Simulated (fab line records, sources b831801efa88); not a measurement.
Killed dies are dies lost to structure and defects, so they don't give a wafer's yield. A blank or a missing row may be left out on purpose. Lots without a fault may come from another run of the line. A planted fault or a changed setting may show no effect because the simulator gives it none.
Which tool did it? | flow gf180mcu | 10 lots, 30 wafers sampled, at 2 steps of a route of 602

WHAT THE GAUGES READ, wafer by wafer
GF_STI_CD_MEAS_12: target cd 220 nm.
lot  | measured    | on        | cd_nm (nm)
L242 | day 2 04:31 | cd_sem-01 | 220.9 220.3 221.4
L243 | day 2 06:05 | cd_sem-02 | 221.7 221.0 221.0
L244 | day 2 11:40 | cd_sem-01 | 221.2 221.5 219.1
L245 | day 2 16:38 | cd_sem-02 | 222.8 221.8 222.2
L246 | day 2 21:55 | cd_sem-02 | 222.4 222.6 220.8
L247 | day 3 02:48 | cd_sem-01 | 220.8 220.3 220.9
L253 | day 4 11:25 | cd_sem-02 | 144.7 221.2 145.6
L256 | day 5 03:55 | cd_sem-01 | 219.5 145.5 220.5
L259 | day 5 17:41 | cd_sem-01 | 220.8 219.8 219.5
L264 | day 6 20:22 | cd_sem-01 | 218.3 218.1 217.6

WHICH TOOL RAN EACH LOT (tool, then ch and the chambers of the sampled wafers, then the start)
lot  | GF_STI_EXPOSE_09
L242 | krf_scanner-02 ch 0, day 1 23:05
L243 | krf_scanner-01 ch 0, day 2 00:08
L244 | krf_scanner-01 ch 0, day 2 05:46
L245 | krf_scanner-02 ch 0, day 2 10:47
L246 | krf_scanner-01 ch 0, day 2 15:29
L247 | krf_scanner-01 ch 0, day 2 20:56
L253 | krf_scanner-01 ch 0, day 4 04:44
L256 | krf_scanner-01 ch 0, day 4 20:46
L259 | krf_scanner-02 ch 0, day 5 10:10
L264 | krf_scanner-02 ch 0, day 6 12:37
- GF_STI_EXPOSE_09: exposes mask COMP, target cd 220 nm.

THE ANSWER, worked out from the rows above alone
Rule: what is usual is taken from the lots themselves. Put in order of their means at a reading, lots are off if they are a third of the lots or fewer, leave a main group of 4 or more, and stand apart from it by a gap of 3 or more times the standard deviation of the main group's means; of several such gaps the widest counts. A main group whose means are all the same, to the digits that the tables above print for the reading, isn't used. A lot without any number at a reading at which 4 lots or more have one is off too. The other lots that the step has rows for count as sound.
Off: L253, L256, at GF_STI_CD_MEAS_12 (cd_nm). The main group: mean 220.7 nm, standard deviation 1.2.
A tool fits if, at a process step before that reading, it ran every lot that is off, and no sound lot after the first of them. The gauges at GF_STI_CD_MEAS_12 are tried like those tools. One fits: krf_scanner-01 at GF_STI_EXPOSE_09. Its last sound lot is L247 (day 2 20:56), its first lot that is off L253 (day 4 04:44): a fault that began between those two fits.

WHAT THE SIMULATOR HAD PUT IN
Process parameter drift: krf_scanner-01, from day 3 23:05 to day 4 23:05, at GF_STI_EXPOSE_09. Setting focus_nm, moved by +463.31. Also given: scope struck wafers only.
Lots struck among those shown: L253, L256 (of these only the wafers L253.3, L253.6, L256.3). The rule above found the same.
